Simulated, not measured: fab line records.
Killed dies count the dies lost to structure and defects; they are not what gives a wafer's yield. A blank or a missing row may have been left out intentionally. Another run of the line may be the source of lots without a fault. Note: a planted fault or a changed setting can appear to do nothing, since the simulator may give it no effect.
One fault through the eyes of 2 desks -- flow gf180mcu -- each desk holds nothing but its own numbers, with what lay behind them at the end

METROLOGY DESK
What the gauges read for every lot (on any tool): the sampled wafers with a number, averaged. Marked OUT: a lot whose mean sits more than 4 standard deviations from the usual mean, which makes it out of limits; the brackets give that distance.
Columns: A = HV_LDD_CVD_56_THK at GF_HV_LDD_THK_MEAS_57, usual 89.9 nm; B = M2_ALCU_THK at GF_M2_THK_MEAS_06, usual 444 nm
lot,first seen here,A,B
L230,day 12 12:23,90.5,449
L232,day 13 08:10,90.1,444
L234,day 14 03:47,91.3,439
L235,day 14 10:36,58.1 (-35) OUT,451
L237,day 15 11:39,60.8 (-32) OUT,444
L244,day 17 10:37,89.8,435
L245,day 17 18:31,90.3,445
L247,day 18 08:59,90.6,440
L249,day 18 23:43,89.1,452
L252,day 19 23:54,90.0,431
L253,day 20 11:16,89.3,446
Per this desk, out of limits: L235, L237; the first was L235, day 14 10:36 (HV_LDD_CVD_56_THK at GF_HV_LDD_THK_MEAS_57). Within limits: L230, L232, L234, L244, L245, L247, L249, L252, L253.

THE TOOL OWNER'S DESK: lpcvd-02
The tool's own readings at GF_HV_LDD_CVD_56 (deposits Si3N4 from DCS/NH3, target thk 90 nm, time 1543 s): means of the sampled wafers that have a number, for each lot that ran on this tool. Marked OUT: a lot whose mean sits more than 4 standard deviations from the usual mean, which makes it out of limits; the brackets give that distance.
Columns: A = spike_tc_bottom_C at GF_HV_LDD_CVD_56, usual 787.6 C; B = spike_tc_centre_C at GF_HV_LDD_CVD_56, usual 769.1 C; C = spike_tc_lower_C at GF_HV_LDD_CVD_56, usual 771.5 C; D = spike_tc_top_C at GF_HV_LDD_CVD_56, usual 785 C; E = spike_tc_upper_C at GF_HV_LDD_CVD_56, usual 770.3 C; F = susceptor_temp_C at GF_HV_LDD_CVD_56, usual 770.0 C; G = zone_power_upper_pct at GF_HV_LDD_CVD_56, usual 12.0 %
lot,first seen here,A,B,C,D,E,F,G
L232,day 13 06:01,787.7,769.0,771.3,781,768.8,770.1,11.7
L234,day 14 02:22,788.7,768.0,771.5,782,769.3,770.0,11.0
L235,day 14 09:11,768.7 (-9.5) OUT,747.0 (-16) OUT,750.8 (-14) OUT,762 (-7.2) OUT,748.0 (-12) OUT,748.5 (-67) OUT,10.5
L237,day 15 09:30,768.4 (-9.6) OUT,746.2 (-16) OUT,751.5 (-13) OUT,763 (-6.9) OUT,748.0 (-12) OUT,748.7 (-67) OUT,10.5
L245,day 17 17:05,787.1,768.0,771.0,782,768.3,770.1,11.8
L247,day 18 07:32,789.7,767.9,772.6,783,768.8,770.1,11.0
L252,day 19 21:46,787.0,768.2,769.8,782,768.5,769.9,11.8
This desk's finding: out of limits on L235, L237; first on L235, day 14 09:11 (spike_tc_bottom_C at GF_HV_LDD_CVD_56). Within limits: L232, L234, L245, L247, L252.

TAKEN TOGETHER
At day 14 09:11, on L235, L237, the tool owner's desk was in a position to raise an alarm.
L235, L237 would have let the metrology desk raise an alarm at day 14 10:36.
GF_HV_LDD_CVD_56 was run on lpcvd-02 by each of the lots named.

WHAT THE SIMULATOR HAD INSERTED
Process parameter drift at GF_HV_LDD_CVD_56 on lpcvd-02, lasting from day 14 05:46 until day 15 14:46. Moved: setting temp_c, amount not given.
Struck lots among those shown: L235, L237.
Time in hours from fault onset to the first out-of-limits reading at each desk: tool owner's desk 3, metrology desk 5.
